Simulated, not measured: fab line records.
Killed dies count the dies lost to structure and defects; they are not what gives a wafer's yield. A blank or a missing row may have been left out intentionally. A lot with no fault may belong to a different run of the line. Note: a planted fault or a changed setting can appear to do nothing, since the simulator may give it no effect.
Split-lot trial + flow gf180mcu + 23 wafers read across 5 lots, on a route 602 steps long

THE SPLIT ITSELF
At GF_CONTACT_CMP_04 (polishes SiO2), the setting leave-above-ref-nm was moved away from the recipe's 560 nm on 4 of the 23 wafers read, by -6.7% to +2.1%. All remaining wafers had this setting at the recipe value.

FROM THE SPLIT TO THE READING: what the file shows between them, 4 steps
- GF_CONTACT_COAT_09: resist thk 1000 nm (also split here: resist-thk-nm)
- GF_CONTACT_SOFTBAKE_10: time 60 s
- GF_CONTACT_EXPOSE_11: exposes mask Contact, target cd 220 nm
- GF_CONTACT_ETCH_16: etches BARC in N2/H2

THE READING
CONTACT.feature-depth-nm (the simulator's own value, which no gauge read), in nm, at GF_CONTACT_ETCH_17 (etches SiO2 in C4F8/O2/Ar, stops on CoSi2, target depth 860 nm). The file gives no usual value for it. The 19 wafers here that ran the recipe average 860.0 nm, standard deviation 3.4 nm.

| wafer  | tool, chamber at the split | leave-above-ref-nm as run, nm | against the recipe | CONTACT.feature-depth-nm, nm | against lot-mates on the recipe |
|--------|----------------------------|-------------------------------|--------------------|------------------------------|---------------------------------|
| L076.1 | cmp-02, 2                  | 522.5                         | -6.7%              | 820.4                        | -42.8                           |
| L076.2 | cmp-02, 3                  | 560                           | recipe             | 860                          | -                               |
| L076.3 | cmp-02, 0                  | 560                           | recipe             | 866.4                        | -                               |
| L076.4 | cmp-02, 1                  | 560                           | recipe             | 863.1                        | -                               |
| L076.5 | cmp-02, 2                  | 522.5                         | -6.7%              | 824.8                        | -38.4                           |
| L079.2 | cmp-01, 3                  | 560                           | recipe             | 858.3                        | -                               |
| L079.3 | cmp-01, 0                  | 560                           | recipe             | 856.4                        | -                               |
| L079.6 | cmp-01, 2                  | 560                           | recipe             | 854.1                        | -                               |
| L083.2 | cmp-02, 3                  | 560                           | recipe             | 859.5                        | -                               |
| L083.3 | cmp-02, 1                  | 560                           | recipe             | 855.4                        | -                               |
| L083.4 | cmp-02, 2                  | 560                           | recipe             | 861.3                        | -                               |
| L083.5 | cmp-02, 0                  | 560                           | recipe             | 858                          | -                               |
| L083.6 | cmp-02, 3                  | 560                           | recipe             | 859.2                        | -                               |
| L084.1 | cmp-02, 3                  | 560                           | recipe             | 861.1                        | -                               |
| L084.2 | cmp-02, 1                  | 560                           | recipe             | 865.4                        | -                               |
| L084.3 | cmp-02, 2                  | 560                           | recipe             | 864.1                        | -                               |
| L084.5 | cmp-02, 2                  | 560                           | recipe             | 860.7                        | -                               |
| L084.6 | cmp-02, 3                  | 560                           | recipe             | 859.8                        | -                               |
| L085.1 | cmp-02, 3                  | 560                           | recipe             | 854.5                        | -                               |
| L085.2 | cmp-02, 1                  | 572                           | +2.1%              | 874.4                        | +15.2                           |
| L085.3 | cmp-02, 0                  | 560                           | recipe             | 859.4                        | -                               |
| L085.4 | cmp-02, 2                  | 572                           | +2.1%              | 867.5                        | +8.3                            |
| L085.5 | cmp-02, 1                  | 560                           | recipe             | 863.7                        | -                               |

FIT RESULTS
A straight line over all 23 wafers: CONTACT.feature-depth-nm changes by +5.53 nm for each +1% of leave-above-ref-nm; r = +0.96; the points scatter about the line by 3.5 nm.
The same after taking each lot's own level away (the mean of its wafers on the recipe; 23 wafers): +5.99 nm for each +1%; r = +0.98; scatter 2.7 nm.
Per that fit: largest leave-above-ref-nm move, reading shift of 40 nm.
Measured against the standard deviation above, the lots' own levels, which go from 856.27 to 863.17 nm, span 2.0 times it.
So the lot-to-lot level changes the slope little: the two slopes agree.
Check: -38.1 nm against its lot-mates is what the line predicts for one of the wafers moved furthest among these (-6.7%) when that wafer is left out of the fit. It came out at -42.8 nm against them.

THE OTHER SPLITS THESE WAFERS WENT THROUGH
Note: prior to the reading, these wafers also went through further splits. Each is held against what the fit with the lots' levels taken away leaves over:
| other split on the same wafers   | wafers away from the commonest value | r with CONTACT.feature-depth-nm (lot level and that fit taken away) |
|----------------------------------|--------------------------------------|---------------------------------------------------------------------|
| GF_HV_LDD_EXPOSE_28 dose-mj      | 6                                    | +0.49                                                               |
| GF_NSD_SOFTBAKE_03 temp-c        | 10                                   | -0.03                                                               |
| GF_PSD_IMPLANT_09 energy-kev     | 10                                   | +0.22                                                               |
| GF_SAB_DEVELOP_08 develop-time-s | 5                                    | -0.04                                                               |
| GF_CONTACT_COAT_09 resist-thk-nm | 10                                   | +0.14                                                               |

THE WHOLE CHAIN: every reading that the file lists as answering this split, in the file's order
| step               | what it does                                                   | reading                                                                        | change (the file's fit)              | r (the file's) |
|--------------------|----------------------------------------------------------------|--------------------------------------------------------------------------------|--------------------------------------|----------------|
| GF_CONTACT_CMP_04  | polishes SiO2                                                  | SiO2_of_CONTACT_CVD_02.thk-nm (the simulator's own value, which no gauge read) | +5.62 nm for each +1% of the setting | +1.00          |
| GF_CONTACT_ETCH_17 | etches SiO2 in C4F8/O2/Ar, stops on CoSi2, target depth 860 nm | CONTACT.feature-depth-nm (the simulator's own value, which no gauge read)      | +6.01 nm for each +1% of the setting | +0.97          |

FILE'S OWN FIT
CONTACT.feature-depth-nm changes by +6.01 nm for each +1% of leave-above-ref-nm, r = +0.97.
